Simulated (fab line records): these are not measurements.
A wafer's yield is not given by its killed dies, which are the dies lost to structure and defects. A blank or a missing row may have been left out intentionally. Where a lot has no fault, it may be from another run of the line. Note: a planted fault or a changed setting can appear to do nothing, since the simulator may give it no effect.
fab line records	flow sky130
record lots=6	wafers=18	last_day=50
route steps=708 shown CAPM@539 METAL3@555 VIA3@573 PAD_OPEN@708
lots untouched by any fault: they come from a run of this same line in which no faults occurred
start_h: start of the lot's first displayed wafer, in hours after the record's first day	wait_h: hours from the lot's prior step to this one	" same as the row above	L1.1+2: a single row standing in for several wafers	- no value, or no start was given	* or withheld: withheld	< > ~ a bound
route shown NAME@n: NAME is a module with steps in the file, n the number in the route of the first one	usual: mean/standard deviation of fault-free wafers	same: alike in all rows	chamber/n: place in a boat	sites: readings site by site	_std_site: the values' standard deviation	_edge_site: mean of outer sites minus mean of inner sites	radius_mm: for every site, how far away it sits from the centre of the wafer	mask NAME#n: copy n	behind: the most recent tool/chamber to have shaped the wafer	hold: cause of the lot's hold/its duration in hours/its outcome	device: names the non-switching transistor (n, p or np)	end of line: the route-end tests of the same wafers	a step with no rows: only its recipe	killed: the dies lost at the first sort to structure and to defects; this is not the yield of the wafer	map: shows each die of a wafer: x if killed, . if not, _ if none is there
set.NAME: the setting that was run; set.NAME@STEP: the one run at that earlier step	model.NAME: the simulator's own value behind a step, which no gauge read
a table for each step, a row for each wafer; lots at some steps of the route
services: the hour from which a tool's chamber was out of use, counted from the record's first day as start_h (under 0 if before that day), plus the number of hours and why
## steps
# step SKY_CAPM_SPUTTER_02
# recipe material=TiN	target_thk_nm=200	temp_c=300	power_w=6500	time_s=166.7	chamber_pressure_pa=0.4
# usual throttle_valve_pct=29.8/1.1
# same time_s=166.7
lot.wafer	tool	chamber	start_h	wait_h	throttle_valve_pct
L210.4	pvd_sputter-01	-	872.71	0.0	29.4
L210.5	"	-	"	"	28.6
L210.6	"	-	"	"	32.1
L211.1	pvd_sputter-01	-	880.87	0.1	29.6
L211.3	"	-	"	"	32.0
L211.4	"	-	"	"	29.7
L219.2	pvd_sputter-03	-	935.82	0.0	29.0
L219.3	"	-	"	"	29.8
L219.5	"	-	"	"	28.8
L224.3	pvd_sputter-01	-	966.22	0.0	32.2
L224.5	"	-	"	"	29.5
L224.6	"	-	"	"	32.2
L226.1	pvd_sputter-01	-	982.53	0.1	29.4
L226.4	"	-	"	"	32.0
L226.5	"	-	"	"	32.3
L230.2	pvd_sputter-02	-	1004.92	0.0	29.9
L230.5	"	-	"	"	30.0
L230.6	"	-	"	"	29.9
# step SKY_CAPM_RS_MEAS_03
# recipe thk_meas_gauge=four-point-probe	reads=TiN_of_CAPM_SPUTTER_02
# usual CAPM_TIN_RS=6.89/0.081
lot.wafer	tool	chamber	start_h	wait_h	CAPM_TIN_RS[ohm/sq]
L210.4	film_metro-03	-	872.88	0.1	6.87
L210.5	"	-	"	"	6.85
L210.6	"	-	"	"	6.83
L211.1	film_metro-03	-	880.98	0.1	6.82
L211.3	"	-	"	"	6.81
L211.4	"	-	"	"	6.83
L219.2	film_metro-03	-	935.95	0.1	6.76
L219.3	"	-	"	"	6.79
L219.5	"	-	"	"	6.80
L224.3	film_metro-01	-	966.37	0.1	6.87
L224.5	"	-	"	"	6.84
L224.6	"	-	"	"	6.84
L226.1	film_metro-03	-	982.64	0.1	6.81
L226.4	"	-	"	"	6.83
L226.5	"	-	"	"	6.82
L230.2	film_metro-03	-	1005.04	0.1	7.07
L230.5	"	-	"	"	7.03
L230.6	"	-	"	"	7.02
# step SKY_CAPM_THK_MEAS_04
# recipe thk_meas_gauge=xrf	reads=TiN_of_CAPM_SPUTTER_02
# usual CAPM_TIN_THK=206.9/2.3
lot.wafer	tool	chamber	start_h	wait_h	CAPM_TIN_THK[nm]
L210.4	film_metro-03	-	872.97	0.1	207.7
L210.5	"	-	"	"	207.2
L210.6	"	-	"	"	208.0
L211.1	film_metro-03	-	881.10	0.1	209.3
L211.3	"	-	"	"	208.8
L211.4	"	-	"	"	208.6
L219.2	film_metro-03	-	936.06	0.1	211.3
L219.3	"	-	"	"	209.7
L219.5	"	-	"	"	208.9
L224.3	film_metro-01	-	966.47	0.1	209.0
L224.5	"	-	"	"	211.0
L224.6	"	-	"	"	209.8
L226.1	film_metro-03	-	982.76	0.1	209.7
L226.4	"	-	"	"	209.3
L226.5	"	-	"	"	209.4
L230.2	film_metro-03	-	1005.15	0.1	201.9
L230.5	"	-	"	"	203.1
L230.6	"	-	"	"	202.7
# step SKY_CAPM_DEHYDRATE_05
# recipe temp_c=200	time_s=60
# step SKY_CAPM_HMDS_06
# recipe prime_time_s=60	prime_temp_c=120
# step SKY_CAPM_COAT_07
# recipe resist=NOVOLAK	spin_rpm=3000	resist_thk_nm=1140
# step SKY_CAPM_SOFTBAKE_08
# recipe temp_c=90	time_s=60	resist=NOVOLAK
# step SKY_CAPM_EXPOSE_09
# recipe mask_id=CAPM	na=0.6	source_shape=conventional	sigma_outer=0.6	polarization=unpolarized	target_cd_nm=1000	dose_mj=159
# step SKY_CAPM_PEB_10
# recipe temp_c=withheld	time_s=*	resist=NOVOLAK
# step SKY_CAPM_DEVELOP_11
# recipe resist=NOVOLAK	developer=TMAH	develop_time_s=60	dev_temp_c=23
# step SKY_CAPM_OVL_MEAS_12
# usual CAPM_OVL=0.2/1.4
lot.wafer	tool	chamber	start_h	wait_h	CAPM_OVL[nm]
L210.4	overlay-01	-	897.42	0.1	0.1
L210.5	"	-	"	"	-0.7
L210.6	"	-	"	"	-0.4
L211.1	overlay-01	-	905.64	0.2	0.7
L211.3	"	-	"	"	0.5
L211.4	"	-	"	"	-1.4
L219.2	overlay-01	-	959.91	0.1	-0.4
L219.3	"	-	"	"	-1.5
L219.5	"	-	"	"	-2.3
L224.3	overlay-01	-	989.96	0.1	-1.0
L224.5	"	-	"	"	-0.5
L224.6	"	-	"	"	-1.6
L226.1	overlay-01	-	1005.96	0.1	-1.2
L226.4	"	-	"	"	-1.1
L226.5	"	-	"	"	1.3
L230.2	overlay-02	-	1027.81	0.1	0.6
L230.5	"	-	"	"	0.1
L230.6	"	-	"	"	2.3
# step SKY_CAPM_METAL_ETCH_13
# recipe target_depth_nm=220	stop_on=SiO2	chemistry=Cl2/BCl3	target=TiN	pressure_mtorr=10	icp_w=900	bias_w=48.5	Cl2_flow_sccm=60	bcl3_flow_sccm=30	time_s=62.9
# usual drypump_motor_current_A=5.5/0.51	he_backside_leak_sccm=3.21/0.25	oes_product_au=0.943/0.0083	throttle_valve_pct=21.901/0.0098
# same time_s=62.9
lot.wafer	tool	chamber	start_h	wait_h	drypump_motor_current_A	he_backside_leak_sccm	oes_product_au	rf_hours_counter_h	throttle_valve_pct
L210.4	rie_metal-01	0	897.47	0.0	4.9	3.35	0.935	-	21.868
L210.5	"	1	"	"	5.4	3.35	0.950	-	21.915
L210.6	"	0	"	"	4.9	3.35	0.947	-	21.918
L211.1	rie_metal-02	1	905.67	0.0	5.8	2.98	0.951	5	21.902
L211.3	"	1	"	"	5.7	3.28	0.950	-	21.914
L211.4	"	0	"	"	6.2	3.24	0.952	-	21.881
L219.2	rie_metal-01	0	959.94	0.0	4.9	3.11	0.956	14	21.906
L219.3	"	1	"	"	5.3	3.28	0.961	-	21.900
L219.5	"	1	"	"	5.3	2.95	0.946	-	21.895
L224.3	rie_metal-01	1	990.01	0.0	5.3	3.35	0.945	-	21.921
L224.5	"	0	"	"	4.9	2.96	0.946	-	21.884
L224.6	"	1	"	"	5.4	3.20	0.943	-	21.902
L226.1	rie_metal-01	1	1006.00	0.0	5.3	3.13	0.950	19	21.899
L226.4	"	1	"	"	5.3	3.11	0.956	-	21.886
L226.5	"	1	"	"	5.3	3.19	0.944	-	21.897
L230.2	rie_metal-02	0	1027.84	0.0	6.2	3.22	0.939	18	21.918
L230.5	"	1	"	"	5.7	3.20	0.928	-	21.889
L230.6	"	0	"	"	6.2	3.31	0.930	-	21.902
# step SKY_CAPM_STRIP_14
# recipe chemistry=O2/N2	power_w=1400	pressure_mtorr=1500	platen_temp_c=withheld	o2_flow_sccm=3000	n2_flow_sccm=300	overash_fraction=0.5
# usual drypump_motor_current_A=5.7/0.47	o2_flow_sccm=3001/8.2	oes_product_au=0.710/0.0043	strip_time_to_endpoint_s=12.64/0.044
lot.wafer	tool	chamber	start_h	wait_h	drypump_motor_current_A	o2_flow_sccm	oes_product_au	rf_hours_counter_h	strip_time_to_endpoint_s
L210.4	plasma_asher-02	0	897.57	0.1	6.2	3007	0.714	-	12.69
L210.5	"	0	"	"	6.2	3007	0.707	-	12.69
L210.6	"	1	"	"	5.8	2999	0.713	-	12.73
L211.1	plasma_asher-02	0	905.75	0.1	6.2	2997	0.709	21	12.64
L211.3	"	1	"	"	5.8	3003	0.699	-	12.69
L211.4	"	0	"	"	6.2	3001	0.713	-	12.67
L219.2	plasma_asher-01	0	960.01	0.1	5.0	2982	0.714	50	12.65
L219.3	"	0	"	"	4.9	2995	0.711	-	12.66
L219.5	"	0	"	"	5.0	3005	0.706	-	12.63
L224.3	plasma_asher-02	0	990.10	0.1	6.2	3010	0.723	-	12.62
L224.5	"	0	"	"	6.2	3022	0.712	-	12.63
L224.6	"	1	"	"	5.8	2994	0.715	-	12.69
L226.1	plasma_asher-01	0	1006.08	0.1	4.9	3009	0.709	55	12.58
L226.4	"	0	"	"	4.9	3004	0.715	-	12.56
L226.5	"	0	"	"	5.0	2995	0.707	-	12.58
L230.2	plasma_asher-02	1	1027.91	0.1	5.8	2991	0.707	32	12.66
L230.5	"	0	"	"	6.2	3003	0.700	-	12.64
L230.6	"	1	"	"	5.8	3000	0.707	-	12.70
# step SKY_CAPM_STRIP_15
# recipe chemistry=post_etch_residue_remover	time_s=1200	temp_c=72.5
# step SKY_CAPM_CLEAN_16
# recipe chemistry=IPA	time_s=180	temp_c=25
# step SKY_CAPM_CLEAN_17
# recipe chemistry=O3/DIW	dry=n2_spin
# step SKY_METAL3_DEHYDRATE_05
# recipe temp_c=200	time_s=60
# step SKY_METAL3_HMDS_06
# recipe prime_time_s=60	prime_temp_c=120
# step SKY_METAL3_COAT_07
# recipe resist=BARC	temp_c=withheld	time_s=withheld	spin_rpm=3000	resist_thk_nm=60
# step SKY_METAL3_COAT_08
# recipe resist=KrF-thick	spin_rpm=3071	resist_thk_nm=1140
# step SKY_METAL3_SOFTBAKE_09
# recipe temp_c=100	time_s=90	resist=KrF-thick
# step SKY_METAL3_EXPOSE_10
# recipe mask_id=MM3	na=0.68	source_shape=annular	sigma_inner=0.4	sigma_outer=0.8	target_cd_nm=300	dose_mj=28
# step SKY_METAL3_PEB_11
# recipe peb_temp_c=withheld	peb_time_s=withheld	resist=KrF-thick
# step SKY_METAL3_DEVELOP_12
# recipe develop_time_s=60	resist=KrF-thick	dev_temp_c=21
# step SKY_METAL3_CD_MEAS_13
# recipe target_cd_nm=300
# usual cd_nm=299.4/1.6
lot.wafer	tool	chamber	start_h	wait_h	cd_nm
L210.4	cd_sem-02	-	923.17	-	295.9
L210.5	"	-	"	"	296.6
L210.6	"	-	"	"	297.5
L211.1	cd_sem-01	-	930.50	-	301.3
L211.3	"	-	"	"	300.3
L211.4	"	-	"	"	300.5
L219.2	cd_sem-01	-	984.72	-	299.3
L219.3	"	-	"	"	298.7
L219.5	"	-	"	"	298.1
L224.3	cd_sem-01	-	1014.69	-	300.0
L224.5	"	-	"	"	300.4
L224.6	"	-	"	"	299.4
L226.1	cd_sem-01	-	1030.05	-	300.0
L226.4	"	-	"	"	300.5
L226.5	"	-	"	"	299.3
L230.2	cd_sem-02	-	1050.97	-	298.5
L230.5	"	-	"	"	297.9
L230.6	"	-	"	"	298.4
# step SKY_METAL3_OVL_MEAS_14
# usual METAL3_OVL=9/5.3
lot.wafer	tool	chamber	start_h	wait_h	METAL3_OVL[nm]
L210.4	overlay-01	-	923.25	0.1	1
L210.5	"	-	"	"	5
L210.6	"	-	"	"	3
L211.1	overlay-01	-	930.62	0.1	8
L211.3	"	-	"	"	4
L211.4	"	-	"	"	9
L219.2	overlay-01	-	984.83	0.1	7
L219.3	"	-	"	"	15
L219.5	"	-	"	"	20
L224.3	overlay-02	-	1014.78	0.1	7
L224.5	"	-	"	"	2
L224.6	"	-	"	"	6
L226.1	overlay-02	-	1030.17	0.1	10
L226.4	"	-	"	"	3
L226.5	"	-	"	"	6
L230.2	overlay-01	-	1051.08	0.1	7
L230.5	"	-	"	"	9
L230.6	"	-	"	"	6
# step SKY_METAL3_DESCUM_15
# recipe chemistry=O2	source_power_w=150	bias_power_w=0	pressure_mtorr=10	temp_c=40	time_s=8
# usual drypump_motor_current_A=5.5/0.43	he_backside_leak_sccm=3.19/0.26	oes_product_au=0.999/0.0077
# same time_s=8
lot.wafer	tool	chamber	start_h	wait_h	drypump_motor_current_A	he_backside_leak_sccm	oes_product_au	rf_hours_counter_h
L210.4	rie_metal-04	1	923.28	0.0	5.7	3.15	1.002	-
L210.5	"	0	"	"	5.1	2.96	0.995	-
L210.6	"	1	"	"	5.7	3.19	0.994	-
L211.1	rie_metal-01	0	930.66	0.0	4.9	3.26	1.012	13
L211.3	"	1	"	"	5.3	3.27	1.007	-
L211.4	"	0	"	"	4.9	3.53	0.993	-
L219.2	rie_metal-04	1	984.86	0.0	5.7	3.20	0.991	10
L219.3	"	0	"	"	5.1	3.10	0.983	-
L219.5	"	1	"	"	5.7	3.16	0.981	-
L224.3	rie_metal-01	1	1014.82	0.0	5.3	3.10	1.009	-
L224.5	"	0	"	"	4.9	3.38	0.995	-
L224.6	"	1	"	"	5.4	3.26	1.006	-
L226.1	rie_metal-02	0	1030.20	0.0	6.2	3.34	0.999	18
L226.4	"	0	"	"	6.2	3.26	0.990	-
L226.5	"	1	"	"	5.8	3.04	1.005	-
L230.2	rie_metal-02	1	1051.11	0.0	5.8	3.24	0.995	15
L230.5	"	0	"	"	6.2	3.14	0.994	-
L230.6	"	1	"	"	5.8	3.23	0.995	-
# step SKY_METAL3_ETCH_16
# recipe chemistry=N2/H2	target=BARC	ion_energy_ev=200	bias_w=100	pressure_mtorr=30	n2_flow_sccm=100	h2_flow_sccm=200	icp_w=500	stop_on=SiO2	time_s=85.97	target_depth_a=600
# usual drypump_motor_current_A=5.5/0.44	h2_flow_sccm=200.0/0.61	he_backside_leak_sccm=3.17/0.15	oes_product_au=0.632/0.0045	throttle_valve_pct=13.206/0.0079
# same time_s=85.97
lot.wafer	tool	chamber	start_h	wait_h	drypump_motor_current_A	h2_flow_sccm	he_backside_leak_sccm	oes_product_au	rf_hours_counter_h	throttle_valve_pct
L210.4	rie_metal-04	1	923.33	0.0	5.7	200.4	3.22	0.627	-	13.214
L210.5	"	0	"	"	5.1	199.4	3.20	0.631	-	13.203
L210.6	"	1	"	"	5.7	199.9	3.15	0.626	-	13.203
L211.1	rie_metal-01	0	930.69	0.0	4.9	199.3	3.27	0.635	13	13.209
L211.3	"	1	"	"	5.4	199.7	3.25	0.634	-	13.204
L211.4	"	0	"	"	4.9	198.9	3.08	0.632	-	13.204
L219.2	rie_metal-04	1	984.89	0.0	5.7	199.7	3.13	0.630	10	13.216
L219.3	"	0	"	"	5.1	200.4	3.08	0.633	-	13.215
L219.5	"	1	"	"	5.7	199.4	3.14	0.631	-	13.209
L224.3	rie_metal-01	1	1014.87	0.0	5.4	200.0	3.29	0.632	-	13.191
L224.5	"	0	"	"	4.9	200.9	3.51	0.628	-	13.224
L224.6	"	1	"	"	5.3	199.6	3.33	0.630	-	13.204
L226.1	rie_metal-02	0	1030.23	0.0	6.2	200.0	3.33	0.634	18	13.219
L226.4	"	0	"	"	6.2	200.5	3.26	0.636	-	13.208
L226.5	"	1	"	"	5.8	200.9	3.21	0.635	-	13.211
L230.2	rie_metal-02	1	1051.14	0.0	5.8	199.2	3.09	0.628	15	13.205
L230.5	"	0	"	"	6.2	200.6	3.28	0.626	-	13.213
L230.6	"	1	"	"	5.8	199.4	3.28	0.632	-	13.202
# step SKY_METAL3_ETCH_17
# recipe target=SiO2	stop_on=TiN	chemistry=C4F8/O2/Ar	source_w=1500	bias_w=1200	pressure_mtorr=40	c4f8_flow_sccm=withheld	O2_flow_sccm=6	Ar_flow_sccm=300	time_s=3.9	target_depth_a=150
# step SKY_METAL3_METAL_ETCH_18
# recipe target_depth_a=8450	stop_on=SiO2	over_etch_frac=0.3	time_s=183.1	chemistry=Cl2/BCl3	resist_sidewall_deg=88	pressure_mtorr=10	icp_w=900	bias_w=48.5	Cl2_flow_sccm=60	bcl3_flow_sccm=30
# step SKY_METAL3_STRIP_19
# recipe chemistry=O2/N2	power_w=1400	pressure_mtorr=1500	platen_temp_c=withheld	o2_flow_sccm=3000	n2_flow_sccm=300	overash_fraction=0.5
# step SKY_METAL3_STRIP_20
# recipe chemistry=post_etch_residue_remover	time_s=1200	temp_c=72.5
# step SKY_METAL3_CLEAN_21
# recipe chemistry=IPA	time_s=180	temp_c=25
# step SKY_METAL3_CLEAN_22
# recipe chemistry=O3/DIW	dry=n2_spin
# step SKY_VIA3_HDPCVD_00
# recipe material=SiO2	target_thk_nm=1635	sigma_open_frac=0.3	time_s=272.5	temp_c=400	sih4_flow_sccm=60	pressure_mtorr=6
# step SKY_VIA3_THK_MEAS_01
# recipe reads=SiO2_of_VIA3_HDPCVD_00
# usual VIA3_HDPCVD_THK=1644/14
lot.wafer	tool	chamber	start_h	wait_h	VIA3_HDPCVD_THK[nm]
L210.4	film_metro-04	-	924.46	0.0	1655
L210.5	"	-	"	"	1651
L210.6	"	-	"	"	1632
L211.1	film_metro-04	-	931.75	0.1	1651
L211.3	"	-	"	"	1643
L211.4	"	-	"	"	1656
L219.2	film_metro-04	-	986.07	0.2	1650
L219.3	"	-	"	"	1626
L219.5	"	-	"	"	1648
L224.3	film_metro-01	-	1015.91	0.1	1645
L224.5	"	-	"	"	1646
L224.6	"	-	"	"	1648
L226.1	film_metro-02	-	1031.80	0.1	1678
L226.4	"	-	"	"	1671
L226.5	"	-	"	"	1675
L230.2	film_metro-01	-	1052.27	0.1	1658
L230.5	"	-	"	"	1660
L230.6	"	-	"	"	1642
# step SKY_VIA3_CMP_02
# recipe material=SiO2	down_force_psi=4	platen_rpm=60	pad_velocity_m_s=0.94248
# usual head_pressure_psi=4.000/0.0089	motor_current_A=11.4/1.1
lot.wafer	tool	chamber	start_h	wait_h	head_pressure_psi	motor_current_A
L210.4	cmp-01	1	924.49	0.0	3.991	9.8
L210.6	"	1	"	"	4.003	10.2
L210.5	"	2	"	"	4.011	11.0
L211.3	cmp-01	0	931.81	0.0	3.998	12.7
L211.1	"	1	"	"	3.994	10.1
L211.4	"	3	"	"	4.009	12.4
L219.3	cmp-02	2	986.16	0.1	4.007	10.6
L219.2	"	0	"	"	4.000	11.4
L219.5	"	3	"	"	4.002	12.0
L224.3	cmp-02	0	1016.00	0.1	4.010	10.9
L224.6	"	3	"	"	4.004	11.7
L224.5	"	0	"	"	4.008	11.2
L226.1	cmp-02	0	1031.91	0.1	3.990	11.9
L226.4	"	2	"	"	4.003	10.5
L226.5	"	3	"	"	4.005	12.2
L230.2	cmp-01	2	1052.42	0.1	3.981	11.5
L230.5	"	0	"	"	3.975	12.3
L230.6	"	1	"	"	4.003	10.5
# step SKY_VIA3_BOW_MEAS_03
# recipe mode=bow
# usual VIA3_BOW=81/7.8
lot.wafer	tool	chamber	start_h	wait_h	VIA3_BOW[um]
L210.4	film_metro-02	-	924.85	0.3	85
L210.5	"	-	"	"	77
L210.6	"	-	"	"	83
L211.1	film_metro-01	-	932.11	0.2	83
L211.3	"	-	"	"	86
L211.4	"	-	"	"	78
L219.2	film_metro-01	-	986.48	0.2	81
L219.3	"	-	"	"	73
L219.5	"	-	"	"	89
L224.3	film_metro-04	-	1016.29	0.2	80
L224.5	"	-	"	"	73
L224.6	"	-	"	"	85
L226.1	film_metro-01	-	1032.16	0.2	77
L226.4	"	-	"	"	77
L226.5	"	-	"	"	78
L230.2	film_metro-01	-	1052.64	0.2	81
L230.5	"	-	"	"	89
L230.6	"	-	"	"	88
# step SKY_VIA3_DEHYDRATE_04
# recipe temp_c=200	time_s=60
# step SKY_VIA3_HMDS_05
# recipe prime_time_s=60	prime_temp_c=120
# step SKY_VIA3_COAT_06
# recipe resist=BARC	temp_c=withheld	time_s=withheld	spin_rpm=3000	resist_thk_nm=60
# step SKY_VIA3_COAT_07
# recipe resist=KrF-thick	spin_rpm=3000	resist_thk_nm=450
# step SKY_PAD_OPEN_PROBE_99
# usual defect_limited_yield=82.6/1.9	killed_at_M0_to_M3=43/6.9	killed_at_M4_up=3.2/2	killed_at_contacts=25/5.1	killed_at_front_end=15/4.5	killed_at_other=0.2/0.51	killed_dies=85/9.5	killed_open=48/6.9	killed_short=38/6.7	sort_bin_3_pad_short=0.8/0.4	sort_bin_5_function=10.2/1.6	sort_bin_6_memory=6.4/1.1	sort_n_pass=407/9.5	sort_yield_pct=82.6/1.9
# same gross_dies=492	killed_at_back_side=0	sort_bin_4_leakage[%]=0	sort_bin_8_speed[%]=0
lot.wafer	tool	chamber	start_h	wait_h	defect_limited_yield[%]	killed_at_M0_to_M3	killed_at_M4_up	killed_at_contacts	killed_at_front_end	killed_at_other	killed_dies	killed_open	killed_short	sort_bin_3_pad_short[%]	sort_bin_5_function[%]	sort_bin_6_memory[%]	sort_n_pass	sort_yield_pct[%]	model.etest.tester.sort_n_pass	model.etest.tester.sort_yield_pct	model.etest.tester.sort_bin_5_pct	model.etest.tester.sort_bin_3_pct
L210.6	prober-01	-	1094.20	0.2	71.5	42	1	25	18	54	140	47	40	2.6	17.9	7.9	352	71.5	352	71.54	17.89	2.642
L211.1	prober-02	-	1100.28	0.1	83.7	44	1	24	11	0	80	52	28	0.2	9.1	6.9	412	83.7	412	83.74	9.146	0.2033
L211.3	prober-02	-	1100.38	0.2	75.4	36	5	16	6	58	121	33	30	3.9	14.4	6.3	371	75.4	371	75.41	14.43	3.862
L211.4	prober-02	-	1100.43	0.2	83.7	45	2	15	17	1	80	45	35	0.4	11.0	4.9	412	83.7	412	83.74	10.98	0.4065
L219.2	prober-02	-	1144.18	0.1	81.9	39	9	27	11	3	89	56	33	0.8	10.6	6.7	403	81.9	403	81.91	10.57	0.813
L219.3	prober-02	-	1144.23	0.2	79.9	45	5	25	24	0	99	56	43	0.8	11.8	7.5	393	79.9	393	79.88	11.79	0.813
L219.5	prober-02	-	1144.33	0.2	81.1	43	4	33	13	0	93	56	37	0.6	12.0	6.3	399	81.1	399	81.1	11.99	0.6098
L226.1	prober-01	-	1177.96	0.1	83.1	44	6	23	10	0	83	36	47	1.0	7.1	8.7	409	83.1	409	83.13	7.114	1.016
L226.4	prober-01	-	1178.11	0.2	85.6	33	5	24	9	0	71	34	37	0.4	9.1	4.9	421	85.6	421	85.57	9.146	0.4065
L226.5	prober-01	-	1178.16	0.2	81.1	46	8	27	12	0	93	51	42	1.6	11.6	5.7	399	81.1	399	81.1	11.59	1.626
L230.2	prober-01	-	1194.63	0.1	83.5	43	4	24	9	1	81	53	28	1.0	8.5	6.9	411	83.5	411	83.54	8.537	1.016
L230.5	prober-01	-	1194.78	0.2	82.9	37	3	27	16	1	84	47	37	0.8	9.3	6.9	408	82.9	408	82.93	9.35	0.813
L230.6	prober-01	-	1194.83	0.2	80.5	46	2	26	22	0	96	48	48	1.2	13.6	4.7	396	80.5	396	80.49	13.62	1.22
# killed by level:class
L210.6 CAPM:unspecified=53 VIA1:geometric_particle:open=12 CONTACT:geometric_particle:open=10 LI_CONTACT:geometric_particle:open=8 METAL1:geometric_particle:short=7 METAL2:geometric_particle:short=6 POLY_GATE:geometric_particle:short=5 LI_CONTACT:geometric_particle:short=5
L211.1 VIA1:geometric_particle:open=11 VIA3:geometric_particle:open=11 LI_CONTACT:geometric_particle:open=9 METAL1:geometric_particle:short=7 CONTACT:geometric_particle:open=6 FIELD_ISO:geometric_particle:open=5 VIA2:geometric_particle:open=5 VIA1:geometric_particle:short=5
L211.3 CAPM:unspecified=58 METAL2:geometric_particle:short=7 CONTACT:geometric_particle:short=6 VIA1:geometric_particle:open=6 VIA3:geometric_particle:open=6 METAL1:geometric_particle:short=5 VIA2:geometric_particle:open=5 LI_CONTACT:geometric_particle:open=4
L211.4 VIA1:geometric_particle:open=10 FIELD_ISO:geometric_particle:open=8 LI_CONTACT:geometric_particle:open=8 VIA3:geometric_particle:open=8 VIA1:geometric_particle:short=7 METAL2:geometric_particle:short=6 FIELD_ISO:geometric_particle:short=4 METAL1:geometric_particle:short=4
L219.2 VIA1:geometric_particle:open=11 CONTACT:geometric_particle:open=10 VIA2:geometric_particle:open=8 LI_CONTACT:geometric_particle:open=6 METAL4:geometric_particle:open=5 LI_CONTACT:geometric_particle:short=4 METAL1:geometric_particle:short=4 VIA2:geometric_particle:short=4
L219.3 VIA1:geometric_particle:open=15 LI_CONTACT:geometric_particle:open=7 POLY_GATE:geometric_particle:short=6 VIA3:geometric_particle:open=6 METAL1:geometric_particle:short=6 FIELD_ISO:geometric_particle:open=5 FIELD_ISO:geometric_particle:short=5 POLY_GATE:geometric_particle:open=5
L219.5 CONTACT:geometric_particle:open=16 VIA1:geometric_particle:open=9 LI_CONTACT:geometric_particle:open=8 VIA2:geometric_particle:open=8 METAL1:geometric_particle:short=6 VIA1:geometric_particle:short=5 POLY_GATE:geometric_particle:short=4 CONTACT:geometric_particle:short=4
L226.1 CONTACT:geometric_particle:short=8 METAL1:geometric_particle:short=8 METAL2:geometric_particle:short=7 VIA3:geometric_particle:open=7 VIA1:geometric_particle:open=6 VIA2:geometric_particle:open=6 LOCAL_INTERCONNECT:geometric_particle:short=5 POLY_GATE:geometric_particle:short=4
L226.4 CONTACT:geometric_particle:short=7 CONTACT:geometric_particle:open=7 VIA3:geometric_particle:open=6 METAL2:geometric_particle:short=5 LI_CONTACT:geometric_particle:open=4 METAL1:geometric_particle:short=4 VIA1:geometric_particle:open=4 VIA2:geometric_particle:open=4
L226.5 CONTACT:geometric_particle:open=14 VIA1:geometric_particle:open=11 VIA2:geometric_particle:open=8 VIA3:geometric_particle:open=6 METAL4:geometric_particle:short=6 POLY_GATE:geometric_particle:short=5 LI_CONTACT:geometric_particle:open=5 METAL2:geometric_particle:short=5
L230.2 CONTACT:geometric_particle:open=15 VIA1:geometric_particle:open=10 VIA3:geometric_particle:open=7 METAL1:geometric_particle:short=4 METAL1:geometric_particle:open=4 VIA1:geometric_particle:short=4 POLY_GATE:geometric_particle:open=3 LI_CONTACT:geometric_particle:open=3
L230.5 LI_CONTACT:geometric_particle:open=8 VIA1:geometric_particle:open=8 VIA3:geometric_particle:open=8 FIELD_ISO:geometric_particle:short=5 CONTACT:geometric_particle:open=5 LI_CONTACT:geometric_particle:short=5 FIELD_ISO:geometric_particle:open=4 METAL2:geometric_particle:short=4
L230.6 LI_CONTACT:geometric_particle:open=10 VIA2:geometric_particle:open=10 METAL1:geometric_particle:short=8 VIA1:geometric_particle:open=7 CONTACT:geometric_particle:short=7 METAL2:geometric_particle:short=7 FIELD_ISO:geometric_particle:short=6 FIELD_ISO:geometric_particle:open=5
# map L210.6 (x killed, . not)
__________.......xx._________
________.x..x..x...x.x_______
______xxx............x.._____
_____x.....xx.x.xx..x..x.____
____..x.xxx.x..x......x...___
___.xxxxxxxxx.......x......__
__..xxxxxxxx........x......._
_....xxxxxxxxxx......x.xx.x..
_x.xxxxxxxxxxx.....x.....x..x
_.....xxxx.xx...xx.x.........
_...x.x.xxx.xx...............
_..................xx.....x.x
_x.....x......xx.xx........x.
_x.......x...........x.x.....
_xxx..x.x......x.....x...xxx.
__....x.............x..x...._
___....x.......x.....x.....__
____.x....xx.....xx....x..___
_____x......xx.........xx____
______...x............x._____
________x.........x.x._______
__________..xx.....x_________
# map L211.3 (x killed, . not)
__________...x......_________
________x.......xx...._______
______.........x........_____
_____..x...x...x.........____
____..xxxxxxxx.....x.x....___
___..x.xxxxxx..............__
__xxxxxxxxxxx..........x...x_
_...x.xxxxxxxx....x......x...
_...xxxxxxxxx..........xx...x
_x...xxxxxxxxx..x..x.....x...
_..x..xxxxxx.x..x............
_x.xx...xxx.x........x.......
_......x..........x......x...
_.......x....x..x...........x
_..xx....x.x...............x.
__...x.x...........x........_
___.........x..........x...__
____.x.x..................___
_____.x.x.......x.....x.x____
______..x........x......_____
________xx..x....x...._______
__________.........._________
## services
tool	chamber	start_h	hours	kind
plasma_asher-02	-	849.75	0.4	repair
cmp-02	-	853.48	6.2	pm
plasma_asher-01	-	866.85	5.1	repair
pvd_sputter-02	-	875.26	0.9	repair
plasma_asher-02	-	888.90	4.2	repair
pvd_sputter-02	-	899.75	14.9	repair
cmp-01	-	910.76	5.2	pm
plasma_asher-01	-	913.97	2.1	repair
cmp-01	-	915.96	4.0	pm
plasma_asher-02	-	916.39	10.0	pm
cmp-01	-	917.77	2.2	repair
cmp-01	-	919.96	-	consumable_replace:conditioner
cmp-01	-	919.96	-	consumable_replace:pad
cmp-02	-	945.85	0.9	repair
cmp-02	-	966.06	0.7	repair
pvd_sputter-02	-	977.21	2.0	repair
cmp-02	-	992.66	11.0	pm
cmp-02	-	1013.85	0.6	repair
cmp-01	-	1016.67	0.7	repair
rie_metal-04	1	1017.20	1.5	repair
cmp-01	-	1035.62	0.4	repair
pvd_sputter-02	0	1036.64	-	consumable_replace:kit
plasma_asher-01	-	1037.59	4.2	repair
plasma_asher-02	-	1044.17	3.9	repair
## key
first_sign step=SKY_PAD_OPEN_PROBE_99	reading=killed_at_other	direction=up	sigmas=56	usual=0.2	struck=56
effect step=SKY_PAD_OPEN_PROBE_99	reading=sort_bin_3_pad_short	direction=up	sigmas=6.2	usual=0.8	struck=3.3
model_effect step=SKY_PAD_OPEN_PROBE_99	value=etest.tester.sort_n_pass	without=409.5	struck=361.5
met_at SKY_CAPM_STRIP_14
struck_wafers L210.6,L211.3
fault kind=chamber_particle_source	tool=plasma_asher-02	chamber=1	onset_h=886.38	steps=SKY_CAPM_STRIP_14	rate_per_visit_cm2=0.82976	end_h=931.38
